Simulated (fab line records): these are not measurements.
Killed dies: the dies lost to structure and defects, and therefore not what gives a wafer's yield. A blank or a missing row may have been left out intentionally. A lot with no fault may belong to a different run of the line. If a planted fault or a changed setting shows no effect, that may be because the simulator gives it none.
fab line records	flow sky130
[record] lots = 7	wafers = 21	last_day = 50
route steps=708 shown LOCAL_INTERCONNECT@391 PAD_OPEN@708
lots untouched by any fault: they come from a run of this same line in which no faults occurred
start_h: hours from the record's opening day to when the first of the lot's shown wafers began	wait_h: time in hours since the lot's previous step	" the same as in the row above	L1.1+2: a single row standing in for several wafers	- no value present, or no start provided	* or withheld: withheld	< > ~ a bound
route shown NAME@n: a module of which the file shows steps, and the number in the route of the first	usual: mean/standard deviation taken from wafers without a fault	same: alike in all rows	chamber/n: place in a boat	sites: per-site readings	_std_site: standard deviation across them	_edge_site: inner sites' mean taken away from outer sites' mean	radius_mm: for every site, how far away it sits from the centre of the wafer	mask NAME#n: copy n	behind: the tool/chamber that last shaped the wafer	hold: reason for holding the lot/hours on hold/outcome of the hold	device: the n, p or np transistor that did not switch	end of line: tests run on the same wafers once the route is complete	a step without rows: its recipe alone	killed: at the first sort, the dies lost to defects and structure; wafer yield is something else	map: shows each die of a wafer: x if killed, . if not, _ if none is there
set.NAME: the setting as run; set.NAME@STEP: as run at that earlier step	model.NAME: the simulator's own value behind a step, which no gauge read
a table for each step, a row for each wafer; lots at some steps of the route
services: the hour from which a tool's chamber was out of use, counted from the record's first day as start_h (under 0 if before that day), plus the number of hours and why
[[steps]]
[step SKY_LOCAL_INTERCONNECT_HMDS_04]
[recipe] prime_time_s = 60	prime_temp_c = 120
[step SKY_LOCAL_INTERCONNECT_COAT_05]
[recipe] resist = BARC	temp_c = withheld	time_s = withheld	spin_rpm = 3000	resist_thk_nm = 60
[step SKY_LOCAL_INTERCONNECT_COAT_06]
[recipe] resist = KrF-thick	spin_rpm = 3000	resist_thk_nm = 450
[step SKY_LOCAL_INTERCONNECT_SOFTBAKE_07]
[recipe] temp_c = 100	time_s = 90	resist = KrF-thick
[step SKY_LOCAL_INTERCONNECT_EXPOSE_08]
[recipe] mask_id = LI1M	na = 0.8	source_shape = annular	sigma_inner = 0.55	sigma_outer = 0.85	target_cd_nm = 170	dose_mj = 28
[step SKY_LOCAL_INTERCONNECT_PEB_09]
[recipe] peb_temp_c = withheld	peb_time_s = withheld	resist = KrF-thick
[step SKY_LOCAL_INTERCONNECT_DEVELOP_10]
[recipe] develop_time_s = 60	resist = KrF-thick	dev_temp_c = 21
[step SKY_LOCAL_INTERCONNECT_CD_MEAS_11]
[recipe] target_cd_nm = 170
[usual] cd_nm = 170.5/1.7
lot.wafer	tool	chamber	start_h	wait_h	cd_nm
L545.1	cd_sem-01	-	733.76	-	173.3
L545.2	"	-	"	"	171.1
L545.3	"	-	"	"	170.4
L546.3	cd_sem-02	-	737.11	-	168.5
L546.4	"	-	"	"	169.7
L546.6	"	-	"	"	169.3
L557.1	cd_sem-02	-	827.97	-	169.6
L557.5	"	-	"	"	171.0
L557.6	"	-	"	"	169.8
L559.2	cd_sem-01	-	844.19	-	171.5
L559.3	"	-	"	"	171.3
L559.4	"	-	"	"	170.5
L560.1	cd_sem-01	-	847.77	-	169.0
L560.3	"	-	"	"	168.6
L560.6	"	-	"	"	170.0
L561.3	cd_sem-02	-	872.31	-	169.0
L561.4	"	-	"	"	168.9
L561.5	"	-	"	"	169.4
L565.1	cd_sem-01	-	889.16	-	169.6
L565.3	"	-	"	"	169.0
L565.6	"	-	"	"	168.0
[step SKY_LOCAL_INTERCONNECT_OVL_MEAS_12]
[usual] LOCAL_INTERCONNECT_OVL = 3/5.3
lot.wafer	tool	chamber	start_h	wait_h	LOCAL_INTERCONNECT_OVL[nm]
L545.1	overlay-02	-	733.88	0.1	0
L545.2	"	-	"	"	5
L545.3	"	-	"	"	3
L546.3	overlay-01	-	737.20	0.1	-3
L546.4	"	-	"	"	1
L546.6	"	-	"	"	1
L557.1	overlay-01	-	828.09	0.1	1
L557.5	"	-	"	"	3
L557.6	"	-	"	"	4
L559.2	overlay-01	-	844.29	0.1	6
L559.3	"	-	"	"	5
L559.4	"	-	"	"	9
L560.1	overlay-01	-	847.89	0.1	0
L560.3	"	-	"	"	6
L560.6	"	-	"	"	0
L561.3	overlay-02	-	872.40	0.1	5
L561.4	"	-	"	"	-1
L561.5	"	-	"	"	5
L565.1	overlay-02	-	889.28	0.1	0
L565.3	"	-	"	"	10
L565.6	"	-	"	"	5
[step SKY_LOCAL_INTERCONNECT_ETCH_13]
[recipe] chemistry = N2/H2	target = BARC	ion_energy_ev = 200	bias_w = 100	pressure_mtorr = 30	n2_flow_sccm = 100	h2_flow_sccm = 200	icp_w = 500	stop_on = SiO2	time_s = 45.9	target_depth_a = 600
[usual] bias_w = 100.0/0.33	drypump_motor_current_A = 6.19/0.17	n2_flow_sccm = 100.00/0.29	oes_product_au = 0.855/0.0047	throttle_valve_pct = 13.225/0.009
lot.wafer	tool	chamber	start_h	wait_h	bias_w	drypump_motor_current_A	n2_flow_sccm	oes_product_au	rf_hours_counter_h	throttle_valve_pct
L545.1	rie_metal-02	0	733.91	0.0	100.1	5.91	100.07	0.851	9	13.221
L545.2	"	1	"	"	99.8	6.34	100.32	0.852	4	13.235
L545.3	"	1	"	"	100.0	6.32	100.24	0.849	-	13.232
L546.3	rie_metal-04	0	737.25	0.0	100.0	6.09	100.02	0.853	-	13.221
L546.4	"	1	"	"	100.2	6.36	100.56	0.851	-	13.231
L546.6	"	0	"	"	99.6	6.11	99.94	0.861	-	13.234
L557.1	rie_metal-01	0	828.13	0.0	100.2	6.31	100.06	0.858	10	13.224
L557.5	"	0	"	"	100.2	6.28	100.15	0.857	-	13.224
L557.6	"	1	"	"	99.7	6.29	100.18	0.853	-	13.227
L559.2	rie_metal-01	1	844.32	0.0	99.8	6.28	99.51	0.850	14	13.225
L559.3	"	1	"	"	99.4	6.27	99.89	0.858	-	13.231
L559.4	"	0	"	"	100.0	6.29	100.15	0.848	-	13.229
L560.1	rie_metal-01	1	847.93	0.0	100.2	6.29	99.54	0.862	14	13.216
L560.3	"	0	"	"	100.3	6.30	99.83	0.854	-	13.215
L560.6	"	0	"	"	100.3	6.31	99.48	0.858	-	13.219
L561.3	rie_metal-04	0	872.45	0.0	100.0	6.12	99.99	0.851	-	13.221
L561.4	"	1	"	"	100.2	6.35	100.13	0.848	-	13.200
L561.5	"	0	"	"	100.1	6.11	99.76	0.858	-	13.231
L565.1	rie_metal-01	0	889.31	0.0	100.3	6.28	99.45	0.850	12	13.226
L565.3	"	0	"	"	100.3	6.26	99.92	0.857	-	13.241
L565.6	"	0	"	"	100.4	6.30	100.13	0.854	-	13.226
[step SKY_LOCAL_INTERCONNECT_METAL_ETCH_14]
[recipe] target_depth_nm = 110	stop_on = PSG	chemistry = Cl2/BCl3	target = TiN	resist_sidewall_deg = 88	pressure_mtorr = 10	icp_w = 900	bias_w = 48.5	Cl2_flow_sccm = 60	bcl3_flow_sccm = 30	time_s = 31.4
[usual] bias_w = 48.51/0.16	drypump_motor_current_A = 6.18/0.17	oes_product_au = 0.942/0.0066	throttle_valve_pct = 21.899/0.0093
lot.wafer	tool	chamber	start_h	wait_h	bias_w	drypump_motor_current_A	oes_product_au	rf_hours_counter_h	throttle_valve_pct
L545.1	rie_metal-02	0	733.98	0.0	48.64	5.90	0.939	9	21.898
L545.2	"	1	"	"	48.53	6.28	0.939	4	21.889
L545.3	"	1	"	"	48.33	6.30	0.935	-	21.913
L546.3	rie_metal-04	0	737.31	0.0	48.52	6.08	0.945	-	21.894
L546.4	"	1	"	"	48.39	6.35	0.948	-	21.897
L546.6	"	0	"	"	48.50	6.10	0.934	-	21.910
L557.1	rie_metal-01	0	828.19	0.0	48.38	6.29	0.948	10	21.891
L557.5	"	0	"	"	48.39	6.28	0.942	-	21.890
L557.6	"	1	"	"	48.76	6.26	0.943	-	21.902
L559.2	rie_metal-01	1	844.39	0.0	48.50	6.27	0.936	14	21.886
L559.3	"	1	"	"	48.65	6.28	0.944	-	21.901
L559.4	"	0	"	"	48.18	6.24	0.949	-	21.892
L560.1	rie_metal-01	1	847.99	0.0	48.77	6.27	0.951	15	21.893
L560.3	"	0	"	"	48.61	6.27	0.938	-	21.895
L560.6	"	0	"	"	48.57	6.29	0.943	-	21.896
L561.3	rie_metal-04	0	872.51	0.0	48.37	6.10	0.940	-	21.876
L561.4	"	1	"	"	48.50	6.32	0.943	-	21.890
L561.5	"	0	"	"	48.36	6.06	0.941	-	21.885
L565.1	rie_metal-01	0	889.44	0.1	48.56	6.30	0.938	12	21.910
L565.3	"	0	"	"	48.56	6.30	0.942	-	21.901
L565.6	"	0	"	"	48.55	6.28	0.943	-	21.918
[step SKY_LOCAL_INTERCONNECT_STRIP_15]
[recipe] chemistry = O2/N2	power_w = 1400	pressure_mtorr = 1500	platen_temp_c = withheld	o2_flow_sccm = 3000	n2_flow_sccm = 300	overash_fraction = 0.5
[usual] chamber_pressure_mTorr = 1500.0/1.4	drypump_motor_current_A = 5.8/0.49	n2_flow_sccm = 300.1/1	oes_product_au = 0.427/0.0042	strip_time_to_endpoint_s = 4.720/0.017
lot.wafer	tool	chamber	start_h	wait_h	chamber_pressure_mTorr	drypump_motor_current_A	n2_flow_sccm	oes_product_au	rf_hours_counter_h	strip_time_to_endpoint_s
L545.1	plasma_asher-01	1	734.03	0.0	1497.0	6.6	300.1	0.426	91	4.717
L545.2	"	0	"	"	1500.2	6.5	302.4	0.428	91	4.687
L545.3	"	1	"	"	1503.5	6.6	298.4	0.425	-	4.698
L546.3	plasma_asher-04	1	737.37	0.1	1500.3	5.2	298.6	0.432	-	4.730
L546.4	"	0	"	"	1500.7	5.5	301.9	0.432	-	4.726
L546.6	"	1	"	"	1501.7	5.2	298.5	0.430	-	4.744
L557.1	plasma_asher-03	1	828.24	0.0	1500.9	5.7	301.2	0.429	40	4.692
L557.5	"	1	"	"	1498.0	5.7	300.4	0.429	-	4.691
L557.6	"	0	"	"	1501.8	5.6	300.5	0.428	-	4.715
L559.2	plasma_asher-03	1	844.44	0.0	1498.6	5.7	300.8	0.432	41	4.709
L559.3	"	1	"	"	1500.0	5.7	299.6	0.425	-	4.714
L559.4	"	0	"	"	1498.9	5.6	298.4	0.419	-	4.721
L560.1	plasma_asher-03	0	848.04	0.0	1499.7	5.6	302.0	0.420	42	4.722
L560.3	"	1	"	"	1502.1	5.7	298.2	0.418	-	4.712
L560.6	"	0	"	"	1496.7	5.6	300.7	0.421	-	4.709
L561.3	plasma_asher-04	1	872.58	0.1	1501.5	5.2	300.6	0.427	-	4.718
L561.4	"	0	"	"	1499.5	5.6	300.9	0.423	-	4.725
L561.5	"	1	"	"	1500.0	5.2	301.6	0.428	-	4.723
L565.1	plasma_asher-01	0	889.54	0.1	1501.2	6.5	298.3	0.430	109	4.718
L565.3	"	0	"	"	1499.3	6.5	299.3	0.422	-	4.700
L565.6	"	1	"	"	1500.8	6.6	299.7	0.422	-	4.684
[step SKY_LOCAL_INTERCONNECT_STRIP_16]
[recipe] chemistry = post_etch_residue_remover	time_s = 1200	temp_c = 72.5
[usual] bath_guard_temp_C = 72.6/0.68	bath_heat_duty_pct = 14.7/1.3
lot.wafer	tool	chamber	start_h	wait_h	bath_guard_temp_C	bath_heat_duty_pct
L545.1	wet_bench-04	3	734.13	0.1	72.0	13.9
L545.2	"	3	"	"	72.0	14.9
L545.3	"	3	"	"	72.0	13.3
L546.3	wet_bench-03	0	737.44	0.0	71.9	13.1
L546.4	"	0	"	"	71.6	12.8
L546.6	"	0	"	"	71.7	13.0
L557.1	wet_bench-01	1	828.34	0.1	73.3	15.0
L557.5	"	1	"	"	73.4	14.9
L557.6	"	1	"	"	73.0	14.3
L559.2	wet_bench-03	2	844.54	0.1	-	-
L559.3	"	2	"	"	-	-
L559.4	"	2	"	"	-	-
L560.1	wet_bench-03	0	848.14	0.1	-	-
L560.3	"	0	"	"	-	-
L560.6	"	0	"	"	-	-
L561.3	wet_bench-04	0	872.64	0.0	-	-
L561.4	"	0	"	"	-	-
L561.5	"	0	"	"	-	-
L565.1	wet_bench-01	1	889.64	0.1	73.4	13.8
L565.3	"	1	"	"	73.3	14.2
L565.6	"	1	"	"	73.5	13.3
[step SKY_LOCAL_INTERCONNECT_CLEAN_17]
[recipe] chemistry = IPA	time_s = 180	temp_c = 25
[step SKY_PAD_OPEN_PROBE_99]
[usual] killed_at_M0_to_M3 = 45/6.8	killed_at_M4_up = 3.2/1.6	killed_at_contacts = 24/5.1	killed_at_front_end = 14/4.4	killed_at_other = 0.4/0.65	killed_dies = 87/8.8	killed_open = 47/7.2	killed_short = 39/6.1
[same] gross_dies = 492	killed_at_back_side = 0
lot.wafer	tool	chamber	start_h	wait_h	killed_at_M0_to_M3	killed_at_M4_up	killed_at_contacts	killed_at_front_end	killed_at_other	killed_dies	killed_open	killed_short
L545.1	prober-01	-	1096.24	0.1	40	1	28	12	0	81	42	39
L545.2	prober-01	-	1096.29	0.1	48	2	39	11	0	100	62	37
L545.3	prober-01	-	1096.34	0.2	48	2	34	7	1	92	51	41
L546.3	prober-02	-	1099.20	0.2	54	6	28	11	1	100	62	38
L546.4	prober-02	-	1099.25	0.2	51	4	32	20	0	107	63	44
L546.6	prober-02	-	1099.35	0.2	54	3	34	14	0	105	62	43
L557.1	prober-01	-	1164.63	0.1	37	4	26	12	2	81	43	37
L557.5	prober-01	-	1164.83	0.2	43	3	30	19	0	95	44	50
L557.6	prober-01	-	1164.88	0.2	54	4	24	11	0	93	42	51
L559.2	prober-01	-	1174.52	0.1	42	2	13	14	0	71	43	28
L559.3	prober-01	-	1174.57	0.2	50	7	19	25	0	101	46	54
L559.4	prober-01	-	1174.62	0.2	44	6	21	17	0	88	53	35
L560.1	prober-02	-	1176.83	0.1	38	4	17	11	0	70	43	27
L560.3	prober-02	-	1176.93	0.2	48	2	26	11	0	87	50	37
L560.6	prober-02	-	1177.08	0.2	42	5	22	17	0	86	43	43
L561.3	prober-01	-	1193.57	0.2	41	3	20	13	0	77	39	38
L561.4	prober-01	-	1193.62	0.2	49	2	20	17	0	88	44	44
L561.5	prober-01	-	1193.67	0.2	55	3	30	15	0	103	51	52
L565.1	prober-01	-	1202.93	0.1	54	4	17	19	0	94	46	48
L565.3	prober-01	-	1203.03	0.2	47	2	18	13	1	81	45	36
L565.6	prober-01	-	1203.18	0.2	53	2	29	14	1	99	59	39
// killed by level:class
L545.1 VIA1:geometric_particle:open=10 CONTACT:geometric_particle:open=9 LI_CONTACT:geometric_particle:open=8 CONTACT:geometric_particle:short=7 FIELD_ISO:geometric_particle:short=5 METAL1:geometric_particle:short=5 METAL3:geometric_particle:short=5 METAL1:geometric_particle:open=4
L545.2 CONTACT:geometric_particle:open=16 LI_CONTACT:geometric_particle:open=12 VIA1:geometric_particle:open=9 VIA2:geometric_particle:open=8 VIA3:geometric_particle:open=7 METAL2:geometric_particle:short=6 METAL3:geometric_particle:short=5 LOCAL_INTERCONNECT:geometric_particle:short=4
L545.3 VIA1:geometric_particle:open=13 LI_CONTACT:geometric_particle:open=10 CONTACT:geometric_particle:open=9 METAL2:geometric_particle:short=8 VIA3:geometric_particle:open=7 VIA1:geometric_particle:short=6 CONTACT:geometric_particle:short=5 LI_CONTACT:geometric_particle:short=4
L546.3 VIA1:geometric_particle:open=14 CONTACT:geometric_particle:open=10 LI_CONTACT:geometric_particle:open=10 VIA3:geometric_particle:open=8 VIA2:geometric_particle:open=7 METAL2:geometric_particle:short=5 LOCAL_INTERCONNECT:geometric_particle:short=5 METAL1:geometric_particle:short=5
L546.4 CONTACT:geometric_particle:open=17 VIA1:geometric_particle:open=14 POLY_GATE:geometric_particle:open=7 CONTACT:geometric_particle:short=7 VIA1:geometric_particle:short=7 VIA2:geometric_particle:open=7 METAL1:geometric_particle:short=6 VIA3:geometric_particle:open=6
L546.6 CONTACT:geometric_particle:open=14 VIA1:geometric_particle:open=13 VIA3:geometric_particle:open=11 LI_CONTACT:geometric_particle:open=7 VIA1:geometric_particle:short=7 VIA2:geometric_particle:open=6 FIELD_ISO:geometric_particle:short=5 LI_CONTACT:geometric_particle:short=5
L557.1 LI_CONTACT:geometric_particle:open=9 CONTACT:geometric_particle:open=8 VIA3:geometric_particle:open=8 VIA1:geometric_particle:open=6 VIA2:geometric_particle:short=5 CONTACT:geometric_particle:short=4 METAL3:geometric_particle:short=4 FIELD_ISO:geometric_particle:short=3
L557.5 CONTACT:geometric_particle:open=14 POLY_GATE:geometric_particle:short=7 VIA2:geometric_particle:open=7 VIA1:geometric_particle:short=7 VIA1:geometric_particle:open=6 CONTACT:geometric_particle:short=6 FIELD_ISO:geometric_particle:short=5 LI_CONTACT:geometric_particle:short=5
L557.6 METAL1:geometric_particle:short=14 VIA1:geometric_particle:open=9 VIA1:geometric_particle:short=7 CONTACT:geometric_particle:open=6 METAL2:geometric_particle:short=6 VIA2:geometric_particle:open=5 CONTACT:geometric_particle:short=5 METAL1:geometric_particle:open=5
L559.2 VIA1:geometric_particle:open=10 VIA2:geometric_particle:open=10 VIA3:geometric_particle:open=8 FIELD_ISO:geometric_particle:short=5 POLY_GATE:geometric_particle:short=5 CONTACT:geometric_particle:open=5 METAL2:geometric_particle:short=4 LOCAL_INTERCONNECT:geometric_particle:short=3
L559.3 FIELD_ISO:geometric_particle:short=10 VIA1:geometric_particle:open=9 CONTACT:geometric_particle:open=8 VIA3:geometric_particle:open=7 METAL2:geometric_particle:short=7 METAL4:geometric_particle:short=7 METAL1:geometric_particle:short=6 VIA1:geometric_particle:short=6
L559.4 VIA1:geometric_particle:open=12 FIELD_ISO:geometric_particle:open=9 VIA2:geometric_particle:open=8 CONTACT:geometric_particle:open=7 VIA3:geometric_particle:open=5 FIELD_ISO:geometric_particle:short=4 METAL2:geometric_particle:short=4 LI_CONTACT:geometric_particle:open=4
L560.1 VIA2:geometric_particle:open=7 CONTACT:geometric_particle:open=6 VIA3:geometric_particle:open=6 VIA1:geometric_particle:short=5 VIA1:geometric_particle:open=5 LI_CONTACT:geometric_particle:short=4 FIELD_ISO:geometric_particle:open=3 LI_CONTACT:geometric_particle:open=3
L560.3 CONTACT:geometric_particle:open=15 VIA1:geometric_particle:open=9 VIA1:geometric_particle:short=8 LI_CONTACT:geometric_particle:open=5 CONTACT:geometric_particle:short=5 VIA2:geometric_particle:open=5 VIA3:geometric_particle:open=5 METAL1:geometric_particle:short=4
L560.6 VIA1:geometric_particle:open=10 METAL2:geometric_particle:short=8 CONTACT:geometric_particle:open=8 METAL1:geometric_particle:short=6 FIELD_ISO:geometric_particle:open=5 VIA2:geometric_particle:open=5 FIELD_ISO:geometric_particle:short=4 LI_CONTACT:geometric_particle:short=4
L561.3 LI_CONTACT:geometric_particle:open=7 CONTACT:geometric_particle:open=7 VIA1:geometric_particle:open=7 VIA1:geometric_particle:short=6 VIA3:geometric_particle:short=6 FIELD_ISO:geometric_particle:open=5 VIA2:geometric_particle:open=5 METAL1:geometric_particle:short=5
L561.4 VIA1:geometric_particle:open=10 METAL1:geometric_particle:short=6 VIA2:geometric_particle:open=6 VIA3:geometric_particle:open=6 POLY_GATE:geometric_particle:open=5 LI_CONTACT:geometric_particle:open=5 CONTACT:geometric_particle:open=5 FIELD_ISO:geometric_particle:short=4
L561.5 VIA2:geometric_particle:open=12 LOCAL_INTERCONNECT:geometric_particle:short=8 METAL1:geometric_particle:short=8 VIA1:geometric_particle:open=8 FIELD_ISO:geometric_particle:short=7 CONTACT:geometric_particle:short=7 METAL3:geometric_particle:short=7 CONTACT:geometric_particle:open=7
L565.1 VIA1:geometric_particle:open=13 METAL2:geometric_particle:short=9 METAL1:geometric_particle:short=7 CONTACT:geometric_particle:open=6 VIA2:geometric_particle:open=5 VIA3:geometric_particle:open=5 METAL4:geometric_particle:short=4 VIA3:geometric_particle:short=4
L565.3 VIA2:geometric_particle:open=11 VIA1:geometric_particle:open=10 CONTACT:geometric_particle:open=9 VIA1:geometric_particle:short=8 LI_CONTACT:geometric_particle:open=5 METAL2:geometric_particle:short=4 VIA2:geometric_particle:short=4 FIELD_ISO:geometric_particle:short=3
L565.6 VIA3:geometric_particle:open=15 CONTACT:geometric_particle:open=12 VIA1:geometric_particle:open=9 VIA2:geometric_particle:open=7 CONTACT:geometric_particle:short=5 FIELD_ISO:geometric_particle:open=4 LI_CONTACT:geometric_particle:open=4 METAL1:geometric_particle:short=4
[[services]]
tool	chamber	start_h	hours	kind
plasma_asher-03	-	741.04	0.9	repair
plasma_asher-04	-	752.70	0.8	repair
rie_metal-04	-	762.89	2.8	pm
rie_metal-01	0	769.01	2.5	repair
rie_metal-01	-	797.92	2.1	repair
plasma_asher-04	-	801.29	12.6	repair
rie_metal-04	1	807.09	-	clean
rie_metal-04	1	807.09	22.8	scheduled_down
rie_metal-04	1	807.09	22.8	vent_cycle
wet_bench-03	-	818.57	2.8	repair
plasma_asher-03	-	842.77	0.4	repair
plasma_asher-04	-	842.84	0.3	repair
plasma_asher-01	-	858.36	3.5	repair
rie_metal-01	-	864.28	18.1	repair
plasma_asher-03	-	867.80	16.0	pm
rie_metal-01	1	873.02	81.6	repair
rie_metal-04	0	880.09	-	clean
rie_metal-04	0	880.09	15.5	scheduled_down
rie_metal-04	0	880.09	15.5	vent_cycle
[[key]]
[first_sign] step = SKY_LOCAL_INTERCONNECT_STRIP_16	reading = tool_record	direction = missing
effect none on later readings
met_at SKY_LOCAL_INTERCONNECT_STRIP_16
struck_wafers L559.2,L559.3,L559.4,L560.1,L560.3,L560.6,L561.3,L561.4,L561.5
tester_left_out L559,L560,L561
onset_between 737.44 844.54
[fault] kind = skipped_step_whole	tool = wet_bench-03,wet_bench-04	chamber = -	onset_h = 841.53	steps = SKY_LOCAL_INTERCONNECT_STRIP_16	scope = struck_lots_only
// tester_left_out: of these lots the tester's yield and bins aren't shown, on N5 and GAA mostly nor the transistor test; their killed dies are dies lost to structure and defects alone, not to doping, threshold or leakage, so they don't give the yield
